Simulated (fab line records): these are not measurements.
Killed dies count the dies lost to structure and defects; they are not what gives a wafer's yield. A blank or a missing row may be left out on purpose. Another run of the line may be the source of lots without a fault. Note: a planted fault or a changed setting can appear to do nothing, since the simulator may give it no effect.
The same fault as seen by 2 desks ; flow sky130 ; each desk has only its own numbers; what lay behind them comes last

== METROLOGY DESK ==
What the gauges read for every lot (on any tool): the sampled wafers with a number, averaged. A lot is out of limits, marked OUT, if its mean lies more than 4 standard deviations from the usual mean; the brackets give that distance.
Columns: A = VIA1_OVL at SKY_VIA1_OVL_MEAS_13, usual 0 nm; B = cdNm at SKY_METAL2_CD_MEAS_15, usual 140.7 nm; C = VIA2_HDPCVD_THK at SKY_VIA2_THK_MEAS_01, usual 1177 nm; D = cdNm at SKY_VIA2_CD_MEAS_12, usual 199.8 nm
lot;first seen here;A;B;C;D
L771;day 34 14:40;-0;140.3;1199;199.0
L772;day 34 14:49;-2;140.0;1191;201.7
L773;day 34 17:49;1;139.8;1176;199.7
L775;day 35 14:37;-7;143.1;1173;198.8
L780;day 36 23:40;-2;141.1;1146;199.2
L784;day 37 19:09;-5;141.6;1178;197.1
L783;day 37 20:40;-3;139.8;1143;200.3
L790;day 39 22:29;0;141.6;1159;201.0
L791;day 40 00:18;3;139.0;1172;200.9
L792;day 40 14:16;2;138.9;1163;200.0
L793;day 40 17:08;6;145.8;1151;201.3
L794;day 40 17:49;5;140.9;1178;197.0
This desk's verdict: no lot among the 12 shows anything out of limits.

== AT THE TOOL OWNER'S DESK: hdpcvd-01 ==
The tool's own readings at SKY_VIA2_HDPCVD_00 (deposits SiO2, target thk 1180 nm, time 196.7 s): means of the sampled wafers that have a number, for each lot that ran on this tool. A lot is out of limits, marked OUT, if its mean lies more than 4 standard deviations from the usual mean; the brackets give that distance.
Columns: A = pressureMtorr at SKY_VIA2_HDPCVD_00, usual 6.003 mTorr; B = runLengthS at SKY_VIA2_HDPCVD_00, usual 224.4 s
lot;first seen here;A;B
L773;day 35 21:20;6.010;223.9
L775;day 36 19:01;5.999;224.5
L780;day 38 03:21;6.004;219.0 (-8.8) OUT
L783;day 39 00:23;5.996;218.9 (-8.9) OUT
L790;day 41 01:11;5.996;224.8
L791;day 41 02:08;6.001;223.9
L792;day 41 16:46;5.998;224.3
L793;day 41 22:35;5.992;223.9
L794;day 41 23:04;5.994;224.5
This desk's verdict: out of limits on L780, L783, starting with L780 at day 38 03:21 (runLengthS at SKY_VIA2_HDPCVD_00). L773, L775, L790, L791, L792, L793, L794: within limits.

== PUT TOGETHER ==
An alarm could have come from the tool owner's desk at day 38 03:21, on L780, L783.
From the metrology desk's view, nothing was out of limits.
The metrology desk has L780, L783 on record, within its limits.
Every lot named ran SKY_VIA2_HDPCVD_00 on hdpcvd-01.

== WHAT WAS PUT IN BY THE SIMULATOR ==
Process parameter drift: hdpcvd-01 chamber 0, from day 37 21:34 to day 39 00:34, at SKY_VIA2_HDPCVD_00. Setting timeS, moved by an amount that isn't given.
Shown lots that were struck: L780, L783.
Time in hours from fault onset to the first out-of-limits reading at each desk: the tool owner's desk, 6.
